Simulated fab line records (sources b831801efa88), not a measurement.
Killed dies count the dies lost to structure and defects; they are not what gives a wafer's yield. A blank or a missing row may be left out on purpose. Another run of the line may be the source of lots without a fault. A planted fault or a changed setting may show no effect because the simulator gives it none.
fab line records + flow gf180mcu
record
- lots=13
- wafers=39
- lastDay=34
route steps=602 shown DUAL_GATE@143 M3@424 V3@454 M4@459
lots untouched by any fault: they come from a run of this same line in which no faults occurred
startH: hours from the record's opening day to when the first of the lot's shown wafers began + waitH: time in hours since the lot's previous step + " repeats the value in the row above + L1.1+2: one row covering several wafers at once + - no value, or no start was given + * or withheld: withheld + < > ~ a bound
route shown NAME@n: names a module that has steps shown in the file, with the first one's number in the route + usual: average and standard deviation across the fault-free wafers + same: alike in all rows + chamber/n: place in a boat + sites: readings site by site + _std_site: the standard deviation of these + _edge_site: outer sites' mean less inner sites' + radiusMm: how far each site lies from the wafer's centre + mask NAME#n: copy n + behind: tool/chamber where the wafer was last shaped + hold: the reason the lot was held/the length of the hold in hours/how it ended + device: the transistor (n, p or np) that didn't switch + end of line: the same wafers' tests at the end of the route + step lacking rows: just its recipe + killed: the dies lost at the first sort to structure and to defects; this is not the yield of the wafer + map: the dies of a wafer, with x for killed, . for not killed, _ for no die there
set.NAME: the setting as run; set.NAME@STEP: as run at that earlier step + model.NAME: the simulator's own value behind a step, which no gauge read
the route's steps for a sample of lots (tables are steps, rows are wafers)
services: a tool's chamber out of use, with start hour (startH, from the record's first day; less than 0 if before it), hours out, and reason
## steps
# step GF_DUAL_GATE_OXIDATION_02
# recipe
- tempC=900
- ambient=O2
- stabiliseS=600
- purgeS=300
- targetThkA=108.87
- oxTimeS=1602
# usual
- oxTempC=900.1/0.39
- oxTimeS=1602/0
- spikeTcBottomC=923.4/2.7
- spikeTcUpperC=900.2/1.1
- tubeCenterTempC=899.99/0.085
| lot.wafer | tool       | chamber | startH | waitH | oxTempC | oxTimeS | spikeTcBottomC | spikeTcUpperC | tubeCenterTempC |
|-----------|------------|---------|--------|-------|---------|---------|----------------|---------------|-----------------|
| L226.2    | furnace-01 | 0       | 166.35 | 0.8   | 900.5   | 1602    | 926.1          | 901.0         | 899.91          |
| L226.4    | "          | 0       | "      | "     | 900.2   | 1602    | 925.8          | 901.1         | 899.98          |
| L226.5    | "          | 0       | "      | "     | 900.2   | 1602    | 924.8          | 901.0         | 900.03          |
| L228.1    | furnace-01 | 0       | 170.77 | 0.0   | 900.4   | 1602    | 927.0          | 899.5         | 899.95          |
| L228.3    | "          | 0       | "      | "     | 900.6   | 1602    | 924.9          | 902.5         | 899.97          |
| L228.4    | "          | 0       | "      | "     | 900.2   | 1602    | 925.6          | 900.8         | 900.02          |
| L227.1    | furnace-02 | 0       | 173.85 | 0.1   | 899.1   | 1602    | 920.0          | 898.3         | 899.88          |
| L227.2    | "          | 0       | "      | "     | 899.8   | 1602    | 918.8          | 899.6         | 900.16          |
| L227.3    | "          | 0       | "      | "     | 900.0   | 1602    | 920.5          | 899.6         | 899.98          |
| L229.2    | furnace-01 | 0       | 177.43 | 0.0   | 899.8   | 1602    | 925.2          | 900.7         | 900.06          |
| L229.5    | "          | 0       | "      | "     | 899.5   | 1602    | 925.4          | 900.0         | 899.93          |
| L229.6    | "          | 0       | "      | "     | 899.3   | 1602    | 925.9          | 901.5         | 899.92          |
| L231.1    | furnace-02 | 0       | 192.42 | 0.0   | 899.3   | 1602    | 919.1          | 899.3         | 900.01          |
| L231.3    | "          | 0       | "      | "     | 900.1   | 1602    | 920.6          | 900.8         | 899.92          |
| L231.5    | "          | 0       | "      | "     | 899.3   | 1602    | 921.5          | 900.3         | 899.86          |
| L232.1    | furnace-02 | 0       | 198.68 | 0.0   | 899.9   | 1602    | 919.5          | 900.0         | 899.85          |
| L232.2    | "          | 0       | "      | "     | 899.6   | 1602    | 920.1          | 900.2         | 899.97          |
| L232.4    | "          | 0       | "      | "     | 900.2   | 1602    | 921.4          | 899.1         | 900.04          |
| L235.1    | furnace-02 | 0       | 218.89 | 1.9   | 899.6   | 1922.4  | 921.1          | 899.6         | 899.99          |
| L235.3    | "          | 0       | "      | "     | 899.7   | 1922.4  | 920.4          | 898.3         | 899.94          |
| L235.4    | "          | 0       | "      | "     | 900.5   | 1922.4  | 920.6          | 900.4         | 900.08          |
| L237.1    | furnace-02 | 0       | 232.03 | 0.0   | 900.5   | 1922.4  | 919.6          | 900.1         | 900.06          |
| L237.2    | "          | 0       | "      | "     | 899.9   | 1922.4  | 919.5          | 900.4         | 900.05          |
| L237.3    | "          | 0       | "      | "     | 899.1   | 1922.4  | 920.8          | 896.9         | 900.13          |
| L245.1    | furnace-01 | 0       | 290.16 | 0.4   | 900.4   | 1602    | 926.0          | 900.1         | 899.91          |
| L245.2    | "          | 0       | "      | "     | 899.7   | 1602    | 925.0          | 901.0         | 900.06          |
| L245.3    | "          | 0       | "      | "     | 899.5   | 1602    | 927.1          | 902.3         | 899.87          |
| L246.1    | furnace-02 | 0       | 296.49 | 0.6   | 900.7   | 1602    | 919.8          | 898.6         | 899.99          |
| L246.5    | "          | 0       | "      | "     | 899.7   | 1602    | 919.2          | 899.2         | 899.92          |
| L246.6    | "          | 0       | "      | "     | 900.0   | 1602    | 921.1          | 900.1         | 900.12          |
| L247.1    | furnace-02 | 0       | 297.93 | 0.2   | 900.2   | 1602    | 919.9          | 898.8         | 899.94          |
| L247.3    | "          | 0       | "      | "     | 900.5   | 1602    | 919.7          | 897.9         | 899.92          |
| L247.5    | "          | 0       | "      | "     | 900.5   | 1602    | 920.0          | 899.9         | 900.08          |
| L248.1    | furnace-01 | 0       | 313.46 | 1.0   | 899.9   | 1602    | 926.5          | 902.1         | 900.01          |
| L248.2    | "          | 0       | "      | "     | 900.2   | 1602    | 927.0          | 898.2         | 899.92          |
| L248.3    | "          | 0       | "      | "     | 899.4   | 1602    | 923.6          | 900.9         | 900.12          |
| L249.2    | furnace-01 | 0       | 314.90 | 0.4   | 900.1   | 1602    | 924.6          | 900.9         | 899.89          |
| L249.3    | "          | 0       | "      | "     | 899.4   | 1602    | 923.9          | 901.3         | 900.02          |
| L249.5    | "          | 0       | "      | "     | 899.9   | 1602    | 926.3          | 901.5         | 900.15          |
# step GF_DUAL_GATE_THK_MEAS_03
# recipe
- reads=SiO2_of_DUAL_GATE_OXIDATION_02
# usual
- DUAL_GATE_OXIDATION_00_THK=10.92/0.24
| lot.wafer | tool         | chamber | startH | waitH | DUAL_GATE_OXIDATION_00_THK[nm] |
|-----------|--------------|---------|--------|-------|--------------------------------|
| L226.2    | filmMetro-04 | -       | 167.80 | 0.0   | 11.05                          |
| L226.4    | "            | -       | "      | "     | 11.00                          |
| L226.5    | "            | -       | "      | "     | 11.02                          |
| L228.1    | filmMetro-01 | -       | 172.22 | 0.0   | 11.53                          |
| L228.3    | "            | -       | "      | "     | 11.20                          |
| L228.4    | "            | -       | "      | "     | 11.22                          |
| L227.1    | filmMetro-01 | -       | 175.30 | 0.0   | 10.95                          |
| L227.2    | "            | -       | "      | "     | 10.98                          |
| L227.3    | "            | -       | "      | "     | 10.76                          |
| L229.2    | filmMetro-01 | -       | 178.89 | 0.0   | 10.87                          |
| L229.5    | "            | -       | "      | "     | 10.99                          |
| L229.6    | "            | -       | "      | "     | 11.08                          |
| L231.1    | filmMetro-04 | -       | 193.87 | 0.0   | 10.77                          |
| L231.3    | "            | -       | "      | "     | 10.85                          |
| L231.5    | "            | -       | "      | "     | 10.87                          |
| L232.1    | filmMetro-04 | -       | 200.13 | 0.0   | 10.94                          |
| L232.2    | "            | -       | "      | "     | 10.98                          |
| L232.4    | "            | -       | "      | "     | 11.03                          |
| L235.1    | filmMetro-01 | -       | 220.34 | 0.0   | 12.34                          |
| L235.3    | "            | -       | "      | "     | 12.24                          |
| L235.4    | "            | -       | "      | "     | 12.24                          |
| L237.1    | filmMetro-03 | -       | 233.48 | 0.0   | 12.74                          |
| L237.2    | "            | -       | "      | "     | 12.63                          |
| L237.3    | "            | -       | "      | "     | 12.77                          |
| L245.1    | filmMetro-01 | -       | 291.61 | 0.0   | 10.73                          |
| L245.2    | "            | -       | "      | "     | 10.84                          |
| L245.3    | "            | -       | "      | "     | 10.79                          |
| L246.1    | filmMetro-04 | -       | 297.93 | 0.0   | 11.41                          |
| L246.5    | "            | -       | "      | "     | 11.43                          |
| L246.6    | "            | -       | "      | "     | 11.26                          |
| L247.1    | filmMetro-01 | -       | 299.38 | 0.0   | 11.37                          |
| L247.3    | "            | -       | "      | "     | 11.19                          |
| L247.5    | "            | -       | "      | "     | 11.50                          |
| L248.1    | filmMetro-04 | -       | 314.90 | 0.0   | 10.59                          |
| L248.2    | "            | -       | "      | "     | 10.58                          |
| L248.3    | "            | -       | "      | "     | 10.83                          |
| L249.2    | filmMetro-03 | -       | 316.36 | 0.0   | 10.98                          |
| L249.3    | "            | -       | "      | "     | 10.70                          |
| L249.5    | "            | -       | "      | "     | 10.72                          |
# step GF_M3_OVL_MEAS_15
# usual
- M3_OVL=-3/4.7
| lot.wafer | tool       | chamber | startH | waitH | M3_OVL[nm] |
|-----------|------------|---------|--------|-------|------------|
| L226.2    | overlay-02 | -       | 497.94 | 0.1   | -7         |
| L226.4    | "          | -       | "      | "     | -4         |
| L226.5    | "          | -       | "      | "     | -5         |
| L228.1    | overlay-01 | -       | 505.03 | 0.1   | -1         |
| L228.3    | "          | -       | "      | "     | -11        |
| L228.4    | "          | -       | "      | "     | -7         |
| L227.1    | overlay-01 | -       | 508.63 | 0.1   | 4          |
| L227.2    | "          | -       | "      | "     | -1         |
| L227.3    | "          | -       | "      | "     | 2          |
| L229.2    | overlay-02 | -       | 512.88 | 0.1   | 5          |
| L229.5    | "          | -       | "      | "     | -7         |
| L229.6    | "          | -       | "      | "     | 4          |
| L231.1    | overlay-01 | -       | 536.23 | 0.1   | -4         |
| L231.3    | "          | -       | "      | "     | -3         |
| L231.5    | "          | -       | "      | "     | -5         |
| L232.1    | overlay-01 | -       | 545.23 | 0.1   | -9         |
| L232.2    | "          | -       | "      | "     | -4         |
| L232.4    | "          | -       | "      | "     | -5         |
| L235.1    | overlay-02 | -       | 567.63 | 0.1   | 5          |
| L235.3    | "          | -       | "      | "     | -2         |
| L235.4    | "          | -       | "      | "     | 6          |
| L237.1    | overlay-01 | -       | 582.08 | 0.1   | -3         |
| L237.2    | "          | -       | "      | "     | -5         |
| L237.3    | "          | -       | "      | "     | 0          |
| L245.1    | overlay-01 | -       | 645.98 | 0.1   | -2         |
| L245.2    | "          | -       | "      | "     | -1         |
| L245.3    | "          | -       | "      | "     | 2          |
| L246.1    | overlay-02 | -       | 652.28 | 0.1   | -2         |
| L246.5    | "          | -       | "      | "     | 4          |
| L246.6    | "          | -       | "      | "     | 0          |
| L247.1    | overlay-01 | -       | 652.43 | 0.1   | -3         |
| L247.3    | "          | -       | "      | "     | -2         |
| L247.5    | "          | -       | "      | "     | 0          |
| L248.1    | overlay-01 | -       | 667.93 | 0.1   | -1         |
| L248.2    | "          | -       | "      | "     | -9         |
| L248.3    | "          | -       | "      | "     | -6         |
| L249.2    | overlay-01 | -       | 669.65 | 0.1   | -5         |
| L249.3    | "          | -       | "      | "     | -8         |
| L249.5    | "          | -       | "      | "     | -8         |
# step GF_V3_THK_MEAS_25
# recipe
- thkMeasGauge=xrf
- reads=W_of_V3_CVD_23
# usual
- V3_W_THK=351/7
| lot.wafer | tool         | chamber | startH | waitH | V3_W_THK[nm] |
|-----------|--------------|---------|--------|-------|--------------|
| L226.2    | filmMetro-01 | -       | 523.22 | 0.1   | 356          |
| L226.4    | "            | -       | "      | "     | 369          |
| L226.5    | "            | -       | "      | "     | 353          |
| L228.1    | filmMetro-04 | -       | 530.93 | 0.1   | 352          |
| L228.3    | "            | -       | "      | "     | 345          |
| L228.4    | "            | -       | "      | "     | 352          |
| L227.1    | filmMetro-03 | -       | 533.87 | 0.1   | 353          |
| L227.2    | "            | -       | "      | "     | 361          |
| L227.3    | "            | -       | "      | "     | 360          |
| L229.2    | filmMetro-01 | -       | 538.58 | 0.1   | 351          |
| L229.5    | "            | -       | "      | "     | 351          |
| L229.6    | "            | -       | "      | "     | 345          |
| L231.1    | filmMetro-04 | -       | 561.40 | 0.1   | 345          |
| L231.3    | "            | -       | "      | "     | 347          |
| L231.5    | "            | -       | "      | "     | 344          |
| L232.1    | filmMetro-03 | -       | 569.80 | 0.1   | 354          |
| L232.2    | "            | -       | "      | "     | 354          |
| L232.4    | "            | -       | "      | "     | 354          |
| L235.1    | filmMetro-04 | -       | 591.86 | 0.1   | 342          |
| L235.3    | "            | -       | "      | "     | 340          |
| L235.4    | "            | -       | "      | "     | 338          |
| L237.1    | filmMetro-03 | -       | 605.99 | 0.1   | 352          |
| L237.2    | "            | -       | "      | "     | 358          |
| L237.3    | "            | -       | "      | "     | 353          |
| L245.1    | filmMetro-04 | -       | 668.57 | 0.1   | 346          |
| L245.2    | "            | -       | "      | "     | 342          |
| L245.3    | "            | -       | "      | "     | 345          |
| L247.1    | filmMetro-03 | -       | 673.96 | 0.1   | 361          |
| L247.3    | "            | -       | "      | "     | 363          |
| L247.5    | "            | -       | "      | "     | 362          |
| L246.1    | filmMetro-03 | -       | 674.66 | 0.1   | 354          |
| L246.5    | "            | -       | "      | "     | 350          |
| L246.6    | "            | -       | "      | "     | 357          |
| L248.1    | filmMetro-03 | -       | 690.16 | 0.1   | 348          |
| L248.2    | "            | -       | "      | "     | 349          |
| L248.3    | "            | -       | "      | "     | 351          |
| L249.2    | filmMetro-04 | -       | 691.21 | 0.1   | 333          |
| L249.3    | "            | -       | "      | "     | 333          |
| L249.5    | "            | -       | "      | "     | 335          |
# step GF_M4_SPUTTER_03
# recipe
- material=Ti
- targetThkNm=10
- substrateTempC=300
- chamberPressurePa=0.3
- powerW=3000
- timeS=6.7
# usual
- throttleValvePct=29.7/1.2
| lot.wafer | tool          | chamber | startH | waitH | throttleValvePct |
|-----------|---------------|---------|--------|-------|------------------|
| L226.2    | pvdSputter-03 | -       | 523.73 | 0.0   | 32.1             |
| L226.4    | "             | -       | "      | "     | 30.7             |
| L226.5    | "             | -       | "      | "     | 28.4             |
| L228.1    | pvdSputter-02 | -       | 531.67 | 0.0   | 29.3             |
| L228.3    | "             | -       | "      | "     | 29.3             |
| L228.4    | "             | -       | "      | "     | 30.9             |
| L227.1    | pvdSputter-02 | -       | 534.39 | 0.0   | 30.7             |
| L227.2    | "             | -       | "      | "     | 29.1             |
| L227.3    | "             | -       | "      | "     | 29.4             |
| L229.2    | pvdSputter-01 | -       | 539.09 | 0.0   | 28.9             |
| L229.5    | "             | -       | "      | "     | 29.6             |
| L229.6    | "             | -       | "      | "     | 29.9             |
| L231.1    | pvdSputter-03 | -       | 561.92 | 0.0   | 30.7             |
| L231.3    | "             | -       | "      | "     | 32.3             |
| L231.5    | "             | -       | "      | "     | 32.3             |
| L232.1    | pvdSputter-02 | -       | 570.32 | 0.0   | 29.3             |
| L232.2    | "             | -       | "      | "     | 28.8             |
| L232.4    | "             | -       | "      | "     | 30.8             |
| L235.1    | pvdSputter-03 | -       | 592.38 | 0.0   | 30.8             |
| L235.3    | "             | -       | "      | "     | 28.4             |
| L235.4    | "             | -       | "      | "     | 32.3             |
| L237.1    | pvdSputter-02 | -       | 606.51 | 0.0   | 29.3             |
| L237.2    | "             | -       | "      | "     | 29.0             |
| L237.3    | "             | -       | "      | "     | 29.3             |
| L245.1    | pvdSputter-02 | -       | 669.09 | 0.0   | 29.7             |
| L245.2    | "             | -       | "      | "     | 29.0             |
| L245.3    | "             | -       | "      | "     | 29.3             |
| L247.1    | pvdSputter-03 | -       | 674.48 | 0.0   | 32.1             |
| L247.3    | "             | -       | "      | "     | 29.3             |
| L247.5    | "             | -       | "      | "     | 28.5             |
| L246.1    | pvdSputter-02 | -       | 675.18 | 0.0   | 29.0             |
| L246.5    | "             | -       | "      | "     | 30.7             |
| L246.6    | "             | -       | "      | "     | 29.4             |
| L248.1    | pvdSputter-02 | -       | 690.68 | 0.0   | 29.2             |
| L248.2    | "             | -       | "      | "     | 30.9             |
| L248.3    | "             | -       | "      | "     | 29.3             |
| L249.2    | pvdSputter-01 | -       | 691.78 | 0.0   | 28.2             |
| L249.3    | "             | -       | "      | "     | 29.8             |
| L249.5    | "             | -       | "      | "     | 27.8             |
## services
| tool          | chamber | startH | hours | kind                  |
|---------------|---------|--------|-------|-----------------------|
| pvdSputter-01 | -       | 170.68 | 2.0   | repair                |
| pvdSputter-03 | -       | 209.43 | 3.0   | repair                |
| pvdSputter-03 | -       | 223.94 | 4.7   | repair                |
| pvdSputter-02 | 1       | 237.73 | -     | consumableReplace:kit |
| pvdSputter-02 | 1       | 237.73 | 18.0  | scheduledDown         |
| pvdSputter-02 | 1       | 237.73 | 18.0  | ventCycle             |
| pvdSputter-01 | -       | 284.56 | 1.9   | repair                |
| furnace-01    | -       | 285.77 | 3.2   | pm                    |
| furnace-02    | -       | 303.10 | 4.4   | pm                    |
| furnace-01    | -       | 307.98 | 3.9   | pm                    |
| pvdSputter-01 | -       | 360.03 | 8.8   | repair                |
| pvdSputter-02 | 0       | 385.09 | -     | consumableReplace:kit |
| pvdSputter-02 | 0       | 385.09 | 18.0  | scheduledDown         |
| furnace-02    | -       | 392.38 | 12.2  | repair                |
| furnace-01    | -       | 453.25 | 3.3   | pm                    |
| furnace-02    | -       | 456.56 | 3.5   | pm                    |
| furnace-02    | -       | 585.67 | 2.8   | pm                    |
| furnace-01    | -       | 588.50 | 4.0   | pm                    |
| pvdSputter-01 | -       | 608.73 | 1.3   | repair                |
| furnace-01    | -       | 621.54 | 4.3   | pm                    |
| pvdSputter-01 | -       | 621.96 | 0.6   | repair                |
| furnace-02    | -       | 626.83 | 3.5   | pm                    |
| pvdSputter-01 | -       | 652.32 | 0.7   | repair                |
| furnace-02    | -       | 654.39 | 6.5   | repair                |
## key
firstSign
- step=GF_DUAL_GATE_OXIDATION_02
- reading=oxTimeS
- direction=up
- sigmas=99+
- usual=*
- struck=*
effect
- step=GF_DUAL_GATE_THK_MEAS_03
- reading=DUAL_GATE_OXIDATION_00_THK
- direction=up
- sigmas=6.4
- usual=10.92
- struck=12.49
metAt GF_DUAL_GATE_OXIDATION_02
struckLots L235,L237
testerLeftOut L235,L237
notActingAt GF_M3_OVL_MEAS_15,GF_V3_THK_MEAS_25,GF_M4_SPUTTER_03
onsetBetween 198.68 218.89
fault
- kind=processParameterDrift
- tool=furnace-02
- chamber=-
- onsetH=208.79
- steps=GF_DUAL_GATE_OXIDATION_02
- channel=oxTimeS
- offset=*
- shape=step
- endH=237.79
- actsIn=*
- stated=*
# testerLeftOut: of these lots the tester's yield and bins aren't shown, on N5 and GAA mostly nor the transistor test; their killed dies are dies lost to structure and defects alone, not to doping, threshold or leakage, so they don't give the yield
